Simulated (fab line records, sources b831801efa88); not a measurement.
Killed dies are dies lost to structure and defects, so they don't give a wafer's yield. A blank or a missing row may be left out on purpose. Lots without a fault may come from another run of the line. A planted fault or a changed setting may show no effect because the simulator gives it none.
A struck lot beside a sound one | flow sfq_line | 14 steps out of a route of 325
Sound: wafers L633.1, L633.3, L633.4. Struck: wafers L640.2, L640.3, L640.6. The cause comes at the end.
At each step with rows: each side's tool, then ch and its chambers, then its first start. Under that, the readings that differ: sound wafers | struck wafers | difference of the means | sigmas: that difference in standard deviations of wafers without a fault.
alike: readings whose means differ by less than 2 such deviations, and words and numbers that are the same on both sides. not compared: withheld readings, readings that some wafer has no value for, bounds like >300 that may hide the same value, and numbers for which the record gives no deviation and whose values overlap.
The two part at a step that has a row with sigmas, a row that says differs or no value, or rows on one side only. Numbers that don't overlap but have no deviation are shown without sigmas and don't part them. A reading that every wafer of one side lacks parts them only if that side has two wafers or more.

first, 2 steps without rows for these wafers: SFQ_TRILAYER_L0_VIA_STRIP_SOLV_CLEAN_018 (cleans in NMP, time 600 s); SFQ_TRILAYER_M0_DEP_PRE_CLEAN_020 (time 15 s).
SFQ_TRILAYER_M0_DEP_SPUTTER_019: material Nb, target thk 200 nm, time 133.3 s.
  sound on pvd_sputter-06, day 10 14:23; struck on pvd_sputter-03, day 12 07:11
  alike: throttle_valve_pct
SFQ_M0_RS_MEAS_904: measures by four-point-probe.
  sound on film_metro-03, day 10 14:28; struck on film_metro-04, day 12 07:17
  alike: M0_NB_RS
then, 6 steps without rows for these wafers: SFQ_TRILAYER_M0_LITHO_COAT_026 (resist thk 62 nm); SFQ_TRILAYER_M0_LITHO_COAT_021 (resist thk 600 nm); SFQ_TRILAYER_M0_LITHO_SOFTBAKE_025; SFQ_TRILAYER_M0_LITHO_EXPOSE_022 (exposes mask M0, target cd 500 nm); SFQ_TRILAYER_M0_LITHO_PEB_024 (peb time 60 s); SFQ_TRILAYER_M0_LITHO_DEVELOP_023 (time 60 s).
-- the record jumps here: 5 days lie between the struck wafers' starts before and after --
SFQ_M0_OVL_MEAS_906:
  sound on overlay-01, day 15 09:59; struck on overlay-01, day 17 17:00
  alike: M0_OVL
SFQ_TRILAYER_M0_BARC_OPEN_METAL_ETCH_031: etches BARC in O2, target depth 125 nm, time 41.7 s.
  sound on rie_metal-03 ch 0,1, day 15 10:01; struck on rie_metal-03 ch 1, day 17 17:02
  reading                                             | sound             | struck            | difference | sigmas
  oes_product_au (a.u.)                               | 0.681 0.685 0.692 | 0.601 0.602 0.594 | -0.087     | -18
  run_length_s (s)                                    | 69.95 70.02 69.65 | 86.13 86.45 85.88 | +16.28     | +56
  model.KrF_of_TRILAYER_M0_LITHO_COAT_021.thk_nm (nm) | 520.5 523.2 523   | 502 501.5 500.1   | -21        |
  alike: chamber_pressure_mTorr, drypump_motor_current_A
  not compared: rf_hours_counter_h
SFQ_TRILAYER_M0_ETCH_METAL_ETCH_024: etches Nb in Cl2/Ar, stops on SiO2, target depth 240 nm, time 120 s.
  sound on rie_metal-03 ch 0,1, day 15 10:05; struck on rie_metal-03 ch 1, day 17 17:05
  reading                                             | sound             | struck            | difference | sigmas
  model.KrF_of_TRILAYER_M0_LITHO_COAT_021.thk_nm (nm) | 377.4 379.4 381.6 | 355.4 356.1 353.9 | -24.3      |
  alike: chamber_pressure_mTorr, drypump_motor_current_A, oes_product_au, run_length_s
  not compared: rf_hours_counter_h
SFQ_TRILAYER_M0_STRIP_STRIP_025: strips in O2.
  sound on rie_metal-03 ch 0,1, day 15 10:12; struck on rie_metal-03 ch 1, day 17 17:13
  alike: chamber_pressure_mTorr, drypump_motor_current_A, oes_product_au
  not compared: rf_hours_counter_h

WHERE THEY PART
Only at SFQ_TRILAYER_M0_BARC_OPEN_METAL_ETCH_031, within this record. Later steps at which nothing parts them and some readings are alike: SFQ_TRILAYER_M0_ETCH_METAL_ETCH_024, SFQ_TRILAYER_M0_STRIP_STRIP_025.

WHY: what the simulator had put in
Process parameter drift: rie_metal-03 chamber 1, from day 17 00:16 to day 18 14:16, at SFQ_TRILAYER_M0_BARC_OPEN_METAL_ETCH_031. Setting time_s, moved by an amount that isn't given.
